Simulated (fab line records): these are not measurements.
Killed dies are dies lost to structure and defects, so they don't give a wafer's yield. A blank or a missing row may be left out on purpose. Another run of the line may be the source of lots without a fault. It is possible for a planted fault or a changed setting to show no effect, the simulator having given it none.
fab line records | flow sky130
record lots=5 wafers=15 last-day=50
route steps=708 shown LDD_HVP@281 LDD_LDN@289 PAD_OPEN@708
lots untouched by any fault: they come from a run of this same line in which no faults occurred
start-h: start of the lot's first displayed wafer, in hours after the record's first day | wait-h: how many hours have passed since the lot's step before this one | " repeats the value in the row above | L1.1+2: several wafers, shown together as one row | - no value, or no start was given | * or withheld: withheld | < > ~ a bound
route shown NAME@n: names a module that has steps shown in the file, with the first one's number in the route | usual: average and standard deviation across the fault-free wafers | same: alike in all rows | chamber/n: place in a boat | sites: per-site readings | _std_site: the values' standard deviation | _edge_site: the outer-site mean with the inner-site mean subtracted | radius-mm: how far each site lies from the wafer's centre | mask NAME#n: copy n | behind: tool/chamber where the wafer was last shaped | hold: why the lot went on hold/how many hours it stayed there/how the hold came to an end | device: which transistor (n, p or np) failed to switch | end of line: the tests these same wafers got at the end of their route | where a step has no rows: the recipe by itself | killed: dies that structure and defects cost at the first sort, which is not the same as the wafer's yield | map: a wafer's dies, x killed, . not, _ none there
set.NAME: the setting that was run; set.NAME@STEP: the one run at that earlier step | model.NAME: the simulator's own value behind a step, which no gauge read
certain route steps with their lots: each step a table, each wafer a row
services: when a tool's chamber went out of use (start-h, in hours from the record's first day, below 0 if earlier), for how many hours, and the reason
## steps
# step SKY_LDD_HVP_SOFTBAKE_03
# recipe temp-c=90 time-s=60 resist=NOVOLAK
# step SKY_LDD_HVP_EXPOSE_04
# recipe mask-id=HVPTM na=0.6 source-shape=conventional sigma-outer=0.6 polarization=unpolarized target-cd-nm=700 dose-mj=86
# step SKY_LDD_HVP_PEB_05
# recipe temp-c=withheld time-s=* resist=NOVOLAK
# step SKY_LDD_HVP_DEVELOP_06
# recipe resist=NOVOLAK developer=TMAH develop-time-s=60 dev-temp-c=23
# step SKY_LDD_HVP_OVL_MEAS_07
# usual LDD_HVP_OVL=-1.9/1.3
# columns lot.wafer tool chamber start-h wait-h LDD_HVP_OVL[nm]
L246.2 overlay-01 - 504.54 0.1 -1.0
L246.3 " - " " -2.1
L246.5 " - " " -0.6
L252.1 overlay-01 - 559.33 0.1 -2.6
L252.2 " - " " -0.3
L252.6 " - " " -2.7
L255.1 overlay-02 - 597.18 0.1 -1.0
L255.4 " - " " -1.2
L255.6 " - " " -0.4
L264.1 overlay-02 - 661.11 0.1 -0.6
L264.3 " - " " -2.7
L264.6 " - " " -1.9
L265.1 overlay-02 - 667.16 0.1 -2.0
L265.2 " - " " -3.4
L265.6 " - " " -3.7
# step SKY_LDD_HVP_IMPLANT_08
# recipe species=B energy-kev=20 dose-cm2=1.7e+13 tilt-deg=17.9
# step SKY_LDD_HVP_STRIP_09
# recipe chemistry=O2/N2 power-w=1400 pressure-mtorr=1500 platen-temp-c=withheld o2-flow-sccm=3000 n2-flow-sccm=300 overash-fraction=0.5
# usual drypump-motor-current-A=5.7/0.55 oes-product-au=0.408/0.0042 strip-time-to-endpoint-s=4.137/0.014
# columns lot.wafer tool chamber start-h wait-h drypump-motor-current-A oes-product-au rf-hours-counter-h strip-time-to-endpoint-s
L246.2 plasma-asher-02 1 504.72 0.1 5.8 0.408 82 4.136
L246.3 " 1 " " 5.8 0.414 - 4.130
L246.5 " 0 " " 6.0 0.410 - 4.112
L252.1 plasma-asher-01 0 559.52 0.1 5.1 0.403 70 4.143
L252.2 " 1 " " 6.3 0.418 70 4.166
L252.6 " 1 " " 6.3 0.403 - 4.138
L255.1 plasma-asher-02 0 597.48 0.1 6.0 0.401 91 4.117
L255.4 " 1 " " 5.8 0.408 - 4.144
L255.6 " 1 " " 5.8 0.405 - 4.142
L264.1 plasma-asher-01 0 661.29 0.1 5.2 0.404 80 4.151
L264.3 " 0 " " 5.1 0.407 - 4.158
L264.6 " 0 " " 5.2 0.402 - 4.151
L265.1 plasma-asher-01 0 667.34 0.1 5.2 0.406 80 4.122
L265.2 " 1 " " 6.3 0.408 80 4.130
L265.6 " 0 " " 5.2 0.414 - 4.139
# step SKY_LDD_HVP_TW_MEAS_10
# usual LDD_HVP_TW=459/4.7
# columns lot.wafer tool chamber start-h wait-h LDD_HVP_TW
L246.2 film-metro-01 - 504.83 0.1 453
L246.3 " - " " 456
L246.5 " - " " 453
L252.1 film-metro-04 - 559.62 0.1 466
L252.2 " - " " 466
L252.6 " - " " 463
L255.1 film-metro-01 - 597.58 0.1 457
L255.4 " - " " 456
L255.6 " - " " 458
L264.1 film-metro-02 - 661.39 0.1 455
L264.3 " - " " 457
L264.6 " - " " 455
L265.1 film-metro-04 - 667.44 0.1 463
L265.2 " - " " 464
L265.6 " - " " 464
# step SKY_LDD_LDN_DEHYDRATE_00
# recipe temp-c=200 time-s=60
# step SKY_LDD_LDN_HMDS_01
# recipe prime-time-s=60 prime-temp-c=120
# step SKY_LDD_LDN_COAT_02
# recipe resist=NOVOLAK spin-rpm=3000 resist-thk-nm=1140
# step SKY_LDD_LDN_SOFTBAKE_03
# recipe temp-c=90 time-s=60 resist=NOVOLAK
# step SKY_LDD_LDN_EXPOSE_04
# recipe mask-id=LDNTM na=0.6 source-shape=conventional sigma-outer=0.6 polarization=unpolarized target-cd-nm=700 dose-mj=140
# usual exposure-dose-mJ-cm2=140.00/0.15
# columns lot.wafer tool chamber start-h wait-h mask exposure-dose-mJ-cm2
L246.2 iline-stepper-01 0 520.10 - LDNTM#0 140.18
L246.3 " 0 " " LDNTM#0 140.11
L246.5 " 0 " " LDNTM#0 140.06
L252.1 iline-stepper-01 0 574.20 - HVPTM#0 140.01
L252.2 " 0 " " HVPTM#0 140.18
L252.6 " 0 " " HVPTM#0 140.03
L255.1 iline-stepper-01 0 612.13 - LDNTM#0 139.58
L255.4 " 0 " " LDNTM#0 139.82
L255.6 " 0 " " LDNTM#0 139.70
L264.1 iline-stepper-01 0 675.68 - LDNTM#0 139.92
L264.3 " 0 " " LDNTM#0 140.07
L264.6 " 0 " " LDNTM#0 140.13
L265.1 iline-stepper-01 0 681.95 - LDNTM#0 139.94
L265.2 " 0 " " LDNTM#0 140.00
L265.6 " 0 " " LDNTM#0 139.96
# step SKY_LDD_LDN_PEB_05
# recipe temp-c=withheld time-s=* resist=NOVOLAK
# step SKY_LDD_LDN_DEVELOP_06
# recipe resist=NOVOLAK developer=TMAH develop-time-s=60 dev-temp-c=23
# step SKY_LDD_LDN_OVL_MEAS_07
# usual LDD_LDN_OVL=-0.3/1.3
# columns lot.wafer tool chamber start-h wait-h LDD_LDN_OVL[nm]
L246.2 overlay-02 - 535.44 0.1 0.5
L246.3 " - " " 0.1
L246.5 " - " " 0.5
L252.1 overlay-02 - 589.13 0.1 -
L252.2 " - " " -
L252.6 " - " " -
L255.1 overlay-01 - 626.15 0.1 -2.3
L255.4 " - " " 0.1
L255.6 " - " " -0.8
L264.1 overlay-02 - 690.08 0.1 0.8
L264.3 " - " " -0.2
L264.6 " - " " -0.7
L265.1 overlay-01 - 695.48 0.1 -1.9
L265.2 " - " " -3.0
L265.6 " - " " -1.4
# step SKY_LDD_LDN_IMPLANT_08
# recipe species=As energy-kev=15 dose-cm2=1.25e+13 tilt-deg=withheld rotation-deg=23
# step SKY_LDD_LDN_IMPLANT_09
# recipe species=As energy-kev=15 dose-cm2=1.25e+13 tilt-deg=withheld rotation-deg=113
# step SKY_LDD_LDN_IMPLANT_10
# recipe species=As energy-kev=15 dose-cm2=1.25e+13 tilt-deg=withheld rotation-deg=203
# step SKY_LDD_LDN_IMPLANT_11
# recipe species=As energy-kev=15 dose-cm2=1.25e+13 tilt-deg=withheld rotation-deg=293
# step SKY_LDD_LDN_STRIP_12
# recipe chemistry=O2/N2 power-w=1400 pressure-mtorr=1500 platen-temp-c=withheld o2-flow-sccm=3000 n2-flow-sccm=300 overash-fraction=0.5
# usual drypump-motor-current-A=5.6/0.62 oes-product-au=0.716/0.0044 strip-time-to-endpoint-s=14.19/0.036
# columns lot.wafer tool chamber start-h wait-h drypump-motor-current-A oes-product-au rf-hours-counter-h strip-time-to-endpoint-s
L246.2 plasma-asher-03 1 536.07 0.1 5.8 0.718 9 14.23
L246.3 " 0 " " 4.8 0.718 - 14.23
L246.5 " 1 " " 5.8 0.717 - 14.22
L252.1 plasma-asher-03 0 589.77 0.1 4.8 0.716 15 14.19
L252.2 " 1 " " 5.9 0.709 15 14.16
L252.6 " 1 " " 5.8 0.722 - 14.16
L255.1 plasma-asher-03 1 626.78 0.1 5.8 0.715 19 14.16
L255.4 " 0 " " 4.8 0.716 - 14.13
L255.6 " 1 " " 5.8 0.712 - 14.16
L264.1 plasma-asher-04 0 690.71 0.1 4.9 0.718 61 14.12
L264.3 " 1 " " 6.2 0.721 - 14.19
L264.6 " 1 " " 6.2 0.721 - 14.11
L265.1 plasma-asher-03 0 696.12 0.1 4.8 0.719 26 14.19
L265.2 " 1 " " 5.8 0.716 26 14.17
L265.6 " 0 " " 4.8 0.722 - 14.19
# step SKY_LDD_LDN_TW_MEAS_13
# usual LDD_LDN_TW=1486/16
# columns lot.wafer tool chamber start-h wait-h hold LDD_LDN_TW
L246.2 film-metro-01 - 536.18 0.1 - 1476
L246.3 " - " " - 1480
L246.5 " - " " - 1466
L252.1 film-metro-03 - 589.87 0.1 await-dispo/0.2h/release 30
L252.2 " - " " await-dispo/0.2h/release 30
L252.6 " - " " await-dispo/0.2h/release 30
L252.1 film-metro-03 - 590.09 0.2 - 30
L252.2 " - " " - 30
L252.6 " - " " - 30
L255.1 film-metro-04 - 626.88 0.1 - 1513
L255.4 " - " " - 1516
L255.6 " - " " - 1511
L264.1 film-metro-03 - 690.81 0.1 - 1486
L264.3 " - " " - 1491
L264.6 " - " " - 1484
L265.1 film-metro-03 - 696.22 0.1 - 1482
L265.2 " - " " - 1470
L265.6 " - " " - 1469
# step SKY_PAD_OPEN_PROBE_99
# usual defect-limited-yield=82.3/2 killed_at_M0_to_M3=44/7.5 killed_at_M4_up=2.9/1.8 killed-at-contacts=24/5.1 killed-at-front-end=16/4.7 killed-at-other=0.3/0.46 killed-dies=87/9.9 killed-on-rim=17/4.5 killed-open=47/8 killed-short=39/6.3 sort_bin_3_pad_short=0.8/0.43 sort_bin_5_function=10.6/1.6 sort_bin_6_memory=6.3/1.1 sort-n-pass=405/9.9 sort-yield-pct=82.3/2
# same gross-dies=492 killed-at-back-side=0 sort_bin_4_leakage[%]=0 sort_bin_8_speed[%]=0
# columns lot.wafer tool chamber start-h wait-h defect-limited-yield[%] killed_at_M0_to_M3 killed_at_M4_up killed-at-contacts killed-at-front-end killed-at-other killed-dies killed-on-rim killed-open killed-short sort_bin_3_pad_short[%] sort_bin_5_function[%] sort_bin_6_memory[%] sort-n-pass sort-yield-pct[%]
L246.2 prober-01 - 1085.05 0.1 82.9 38 4 24 18 0 84 11 45 39 0.2 12.0 4.9 408 82.9
L246.3 prober-01 - 1085.10 0.2 83.1 37 3 28 15 0 83 20 46 36 0.6 11.4 4.9 409 83.1
L246.5 prober-01 - 1085.20 0.2 82.9 41 5 27 11 0 84 19 49 35 0.4 10.2 6.5 408 82.9
L255.1 prober-02 - 1145.25 0.1 82.9 44 1 23 16 0 84 13 45 39 0.6 8.9 7.5 408 82.9
L255.4 prober-02 - 1145.40 0.2 83.9 35 7 15 21 1 79 23 36 41 0.6 11.2 4.3 413 83.9
L255.6 prober-02 - 1145.50 0.2 82.1 38 2 20 28 0 88 16 44 43 0.6 12.2 5.1 404 82.1
L264.1 prober-02 - 1184.60 0.1 84.3 40 2 24 11 0 77 15 38 37 0.6 8.7 6.3 415 84.3
L264.3 prober-02 - 1184.70 0.2 84.6 35 3 22 16 0 76 6 39 35 0.4 9.8 5.3 416 84.6
L264.6 prober-02 - 1184.85 0.2 84.1 40 4 26 8 0 78 16 48 30 0.2 10.4 5.3 414 84.1
L265.1 prober-01 - 1190.65 0.1 80.1 46 1 30 21 0 98 23 57 41 0.6 12.6 6.7 394 80.1
L265.2 prober-01 - 1190.70 0.1 79.3 55 2 30 14 1 102 21 56 46 1.0 11.8 7.9 390 79.3
L265.6 prober-01 - 1190.90 0.2 77.4 62 7 28 14 0 111 21 65 46 1.2 14.2 7.1 381 77.4
# killed by level:class
L246.2 CONTACT:geometric-particle:open=7 FIELD_ISO:geometric-particle:short=7 VIA1:geometric-particle:open=7 VIA2:geometric-particle:open=7 METAL2:geometric-particle:short=6 LI_CONTACT:geometric-particle:open=5 VIA3:geometric-particle:open=5 FIELD_ISO:geometric-particle:open=4
L246.3 VIA1:geometric-particle:open=10 LI_CONTACT:geometric-particle:open=9 METAL1:geometric-particle:short=6 CONTACT:geometric-particle:open=5 VIA2:geometric-particle:open=5 FIELD_ISO:geometric-particle:short=4 POLY_GATE:geometric-particle:open=4 LI_CONTACT:geometric-particle:short=4
L246.5 LI_CONTACT:geometric-particle:open=10 VIA1:geometric-particle:open=9 CONTACT:geometric-particle:open=6 VIA2:geometric-particle:open=5 CONTACT:geometric-particle:short=5 VIA3:geometric-particle:open=5 FIELD_ISO:geometric-particle:open=4 POLY_GATE:geometric-particle:open=4
L255.1 VIA1:geometric-particle:open=10 LI_CONTACT:geometric-particle:open=7 VIA3:geometric-particle:open=7 CONTACT:geometric-particle:open=7 METAL1:geometric-particle:short=6 VIA1:geometric-particle:short=5 FIELD_ISO:geometric-particle:open=4 POLY_GATE:geometric-particle:short=4
L255.4 VIA3:geometric-particle:open=7 METAL4:geometric-particle:short=6 FIELD_ISO:geometric-particle:open=5 CONTACT:geometric-particle:open=5 METAL1:geometric-particle:short=5 VIA2:geometric-particle:open=5 POLY_GATE:geometric-particle:short=4 VIA1:geometric-particle:short=4
L255.6 VIA1:geometric-particle:open=9 POLY_GATE:geometric-particle:short=7 FIELD_ISO:geometric-particle:open=6 POLY_GATE:geometric-particle:open=6 FIELD_ISO:geometric-particle:short=5 LI_CONTACT:geometric-particle:open=5 LOCAL_INTERCONNECT:geometric-particle:short=5 VIA1:geometric-particle:short=5
L264.1 CONTACT:geometric-particle:open=9 VIA1:geometric-particle:open=8 LOCAL_INTERCONNECT:geometric-particle:short=6 LI_CONTACT:geometric-particle:open=5 METAL2:geometric-particle:short=5 METAL3:geometric-particle:short=5 VIA1:geometric-particle:short=4 FIELD_ISO:geometric-particle:open=3
L264.3 VIA3:geometric-particle:open=9 CONTACT:geometric-particle:open=7 VIA1:geometric-particle:open=7 LOCAL_INTERCONNECT:geometric-particle:short=6 LI_CONTACT:geometric-particle:open=5 VIA1:geometric-particle:short=4 FIELD_ISO:geometric-particle:short=3 FIELD_ISO:geometric-particle:open=3
L264.6 CONTACT:geometric-particle:open=10 VIA1:geometric-particle:open=10 VIA2:geometric-particle:open=10 LI_CONTACT:geometric-particle:open=6 METAL2:geometric-particle:short=5 LI_CONTACT:geometric-particle:short=3 LOCAL_INTERCONNECT:geometric-particle:short=3 METAL1:geometric-particle:short=3
L265.1 CONTACT:geometric-particle:open=12 VIA1:geometric-particle:open=11 LI_CONTACT:geometric-particle:open=8 POLY_GATE:geometric-particle:short=7 POLY_GATE:geometric-particle:open=6 VIA3:geometric-particle:open=6 FIELD_ISO:geometric-particle:open=5 CONTACT:geometric-particle:short=5
L265.2 CONTACT:geometric-particle:open=15 VIA1:geometric-particle:open=12 LI_CONTACT:geometric-particle:open=8 METAL2:geometric-particle:short=8 METAL1:geometric-particle:short=7 VIA2:geometric-particle:open=7 POLY_GATE:geometric-particle:short=6 VIA1:geometric-particle:short=6
L265.6 CONTACT:geometric-particle:open=14 VIA1:geometric-particle:open=13 VIA3:geometric-particle:open=12 VIA1:geometric-particle:short=10 METAL1:geometric-particle:short=7 LI_CONTACT:geometric-particle:open=5 LOCAL_INTERCONNECT:geometric-particle:short=5 FIELD_ISO:geometric-particle:open=4
## services
# columns tool chamber start-h hours kind
iline-stepper-01 - 513.44 1.7 pm
iline-stepper-01 - 534.72 0.8 repair
iline-stepper-01 0 551.48 - calibration
plasma-asher-02 - 586.94 1.7 repair
iline-stepper-01 - 646.50 2.0 repair
## key
first-sign step=SKY_LDD_LDN_EXPOSE_04 reading=mask direction=changed
effect step=SKY_LDD_LDN_OVL_MEAS_07 reading=LDD_LDN_OVL direction=missing
effect step=SKY_LDD_LDN_TW_MEAS_13 reading=visit direction=added
effect step=SKY_LDD_LDN_TW_MEAS_13 reading=LDD_LDN_TW direction=down sigmas=91 usual=1486 struck=30
met-at SKY_LDD_LDN_EXPOSE_04
struck-wafers L252.1,L252.2,L252.6
scrapped-behind SKY_LDD_LDN_TW_MEAS_13 L252.1,L252.2,L252.6
onset-between 520.10 574.20
fault kind=wrong-mask tool=any chamber=- onset-h=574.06 steps=SKY_LDD_LDN_EXPOSE_04 aux-copy=HVPTM#0 scope=struck-lots-only
